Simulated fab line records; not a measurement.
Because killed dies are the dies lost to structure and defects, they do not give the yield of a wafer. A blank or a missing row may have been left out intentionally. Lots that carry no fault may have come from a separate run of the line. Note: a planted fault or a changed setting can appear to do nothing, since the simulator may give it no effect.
Which tool did it? :: flow sky130 :: 6 lots, 18 wafers sampled, at 2 steps of a route of 708

WHAT THE GAUGES READ, wafer by wafer
SKY_NWELL_OVL_MEAS_10.
lot: L898
measured: day 4 15:11
on: overlay-02
NWELL_00_OVL (nm): 0.8 0.5 -0.4

lot: L904
measured: day 6 04:13
on: overlay-01
NWELL_00_OVL (nm): 1.1 1.4 0.5

lot: L908
measured: day 7 02:17
on: overlay-01
NWELL_00_OVL (nm): 143.5 142.6 142.2

lot: L913
measured: day 8 04:28
on: overlay-01
NWELL_00_OVL (nm): 1.2 0.0 1.3

lot: L915
measured: day 8 18:15
on: overlay-01
NWELL_00_OVL (nm): 1.9 0.4 3.3

lot: L918
measured: day 10 15:02
on: overlay-01
NWELL_00_OVL (nm): 3.6 2.9 1.3

WHICH TOOL RAN EACH LOT (tool, then ch and the chambers of the sampled wafers, then the start)
lot: L898
SKY_NWELL_EXPOSE_07: iline stepper-01 ch 0, day 4 06:36

lot: L904
SKY_NWELL_EXPOSE_07: iline stepper-01 ch 0, day 5 19:50

lot: L908
SKY_NWELL_EXPOSE_07: iline stepper-01 ch 0, day 6 16:45

lot: L913
SKY_NWELL_EXPOSE_07: iline stepper-02 ch 0, day 7 19:26

lot: L915
SKY_NWELL_EXPOSE_07: iline stepper-02 ch 0, day 8 07:44

lot: L918
SKY_NWELL_EXPOSE_07: iline stepper-02 ch 0, day 10 04:01
- SKY_NWELL_EXPOSE_07: exposes mask NWM, target cd 840 nm.

THE ANSWER, worked out from the rows above alone
Rule: usual is defined by the lots themselves. The widest of any qualifying gaps counts: lots, ordered by their means at a reading, are off when they make up no more than a third of the lots, leave a main group of 4 or more, and stand apart from it by 3 or more times the standard deviation of that group's means. The tables above print the reading to a certain number of digits; a main group whose means all agree to those digits is not used. Also off: a lot with no number at a reading for which 4 or more lots have one. Where the step has rows for the other lots, those lots are counted as sound.
Off: at SKY_NWELL_OVL_MEAS_10 (NWELL_00_OVL), L908. The main group: mean 1.3 nm, standard deviation 0.81.
If a tool, at a process step before that reading, ran all the lots that are off and no sound lot after the first of them, it fits. The gauges at SKY_NWELL_OVL_MEAS_10 are tried like those tools. One fits: iline stepper-01 at SKY_NWELL_EXPOSE_07. Its last sound lot is L904 (day 5 19:50), its first lot that is off L908 (day 6 16:45): a fault that began between those two fits.

WHAT THE SIMULATOR HAD PUT IN
Scanner matching overlay: iline stepper-01, from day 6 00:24 on, at SKY_NWELL_EXPOSE_07. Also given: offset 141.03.
Lots struck among those shown: L908. The same result came from the rule above.
